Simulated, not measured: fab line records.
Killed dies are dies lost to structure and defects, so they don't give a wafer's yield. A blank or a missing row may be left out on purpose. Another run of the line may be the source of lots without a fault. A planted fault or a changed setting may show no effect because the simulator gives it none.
Chamber matching -- flow gf180mcu -- GF_V5_CMP_04 on cmp-01: 4 sister chambers
The step polishes SiO2. 4 wafers are shown with their chamber, then 7 later ones without.

## WAFERS WITH THEIR CHAMBER
wafer,chamber,motor current A (A)
L561.4,0,13.9
L565.6,2,12.2
L572.2,1,11.6
L572.3,3,11.4

## WAFERS WITH NO CHAMBER GIVEN
wafer,motor current A (A)
L572.6,10.6
L573.3,11.7
L573.5,14.1
L573.6,11.8
L574.3,13.3
L574.5,11.9
L574.6,12.8

## EACH ONE'S CHAMBER
wafer,from the rows above,in truth
L572.6,can't be placed: 3 or 1 or 2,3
L573.3,can't be placed: 1 or 3 or 2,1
L573.5,0,0
L573.6,can't be placed: 1 or 2 or 3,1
L574.3,can't be placed: 0 or 2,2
L574.5,can't be placed: 2 or 1 or 3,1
L574.6,can't be placed: 2 or 0 or 1 or 3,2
Placed correctly: 1 of 7. Cannot be placed on the basis of these rows: 6; the candidates contain the true chamber in 6. Wrongly placed: 0.
How it was worked out, from the rows above alone: a wafer's distance from a chamber is the root of the sum, over the readings, of the square of ((its reading less the chamber's mean) divided by the reading's scatter). The wafer belongs to the nearest chamber; if the next one is less than 2 further off, it can't be placed. The mean given for a chamber averages the wafers shown for that chamber. The scatter: root of mean squared gap, hidden wafer to nearest shown wafer, with one shown wafer a chamber.
